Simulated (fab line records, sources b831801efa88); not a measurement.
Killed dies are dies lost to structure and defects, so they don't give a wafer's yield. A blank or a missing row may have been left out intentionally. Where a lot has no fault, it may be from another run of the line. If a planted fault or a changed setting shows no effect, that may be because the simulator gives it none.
A lot that was struck, set against a sound lot ; flow gf180mcu ; 17 out of 602 route steps
Sound: wafers L516.1, L516.2, L516.4. Struck: wafer L521.3 (L521.4, L521.5, from the same lot, were not struck and are left out); the cause is given at the end.
At each step with rows: each side's tool, then ch and its chambers, then its first start. Under that, the readings that differ: sound wafers ; struck wafers ; difference of the means ; sigmas: that difference in standard deviations of wafers without a fault.
alike: readings whose means differ by less than 2 such deviations, and words and numbers that are the same on both sides. not compared: withheld readings, readings that some wafer has no value for, bounds like >300 that may hide the same value, and numbers for which the record gives no deviation and whose values overlap.
Wherever a step has rows on one side only, a row that says differs or no value, or a row with sigmas, the two part there. When numbers do not overlap yet have no deviation, they are printed without sigmas and do not part them. A reading missing from all wafers of one side parts the sides only when that side holds two or more wafers.

GF_STI_BOW_MEAS_00:
  struck on film_metro-04, day 3 02:02; sound on film_metro-02, day 2 01:00
reading;sound;struck;difference;sigmas
INCOMING_BOW (um);-4 -14 -12;3;+13;+2
then, 1 step without rows for these wafers: GF_STI_OXIDATION_01 (stabilise 600 s, purge 300 s, target thk 10 nm).
GF_STI_THK_MEAS_02:
  struck on film_metro-01, day 3 03:33; sound on film_metro-04, day 2 07:14
  alike: STI_OXIDATION_THK
then, 1 step without rows for these wafers: GF_STI_CVD_03 (deposits Si3N4 from DCS/NH3, target thk 207.16 nm, time 3551 s).
GF_STI_THK_MEAS_04:
  struck on film_metro-02, day 3 05:35; sound on film_metro-02, day 2 09:17
  alike: STI_CVD_03_THK
then, 5 steps without rows for these wafers: GF_STI_DEHYDRATE_05 (time 60 s); GF_STI_HMDS_06 (prime time 60 s); GF_STI_COAT_07 (resist thk 700 nm); GF_STI_SOFTBAKE_08 (time 60 s); GF_STI_EXPOSE_09 (exposes mask COMP, target cd 220 nm).
GF_STI_PEB_10: peb time 90 s.
  sound on litho_track-01 ch 0, day 2 19:50; struck on litho_track-01 ch 0, day 3 17:58
then, 1 step without rows for these wafers: GF_STI_DEVELOP_11 (develop time 60 s).
GF_STI_CD_MEAS_12 targets a cd of 220 nm.
  struck on cd_sem-01, day 3 18:17; sound on cd_sem-02, day 2 20:11
  alike: cd_nm
GF_STI_ETCH_13: etches the open film in CHF3/O2, stops on Si, target depth 282.31 nm, time 112.9 s.
  sound on rie_diel-04 ch 0,1,2, day 2 20:19; struck on rie_diel-04 ch 2, day 3 18:22
reading;sound;struck;difference;sigmas
model.STI.cd_nm (nm);218.3 218.2 218;215.8;-2.4;
  alike: drypump_motor_current_A, oes_product_au, throttle_valve_pct
  not compared: rf_hours_counter_h
GF_STI_ETCH_14: etches Si in HBr/Cl2/O2, target depth 360 nm, time 102.9 s.
  sound on rie_si-01 ch 0,1, day 2 20:23; struck on rie_si-01 ch 2, day 3 18:26
reading;sound;struck;difference;sigmas
model.STI.cd_nm (nm);221.1 217.5 216.7;213.2;-5.2;
  alike: drypump_motor_current_A, oes_product_au, throttle_valve_pct
  not compared: rf_hours_counter_h
GF_STI_STRIP_15: strips in O2/N2.
  sound on plasma_asher-02 ch 0,1, day 2 20:28; struck on plasma_asher-04 ch 1, day 3 18:33
  alike: drypump_motor_current_A, heater_power_w, oes_product_au, strip_time_to_endpoint_s
  not compared: rf_hours_counter_h
-- the record jumps here: 28 days lie between the struck wafers' starts before and after (it left off in module STI and takes up again in module PASSIVATION, whose first step shown is number 602 of the route) --
GF_PASSIVATION_PROBE_99:
  only the struck wafers here have rows in the record (prober-02, day 31 14:20); the sound ones have none

WHERE THEY PART
Last at GF_PASSIVATION_PROBE_99 as far as this record goes, first at GF_STI_BOW_MEAS_00.

WHY: what had been put in by the simulator
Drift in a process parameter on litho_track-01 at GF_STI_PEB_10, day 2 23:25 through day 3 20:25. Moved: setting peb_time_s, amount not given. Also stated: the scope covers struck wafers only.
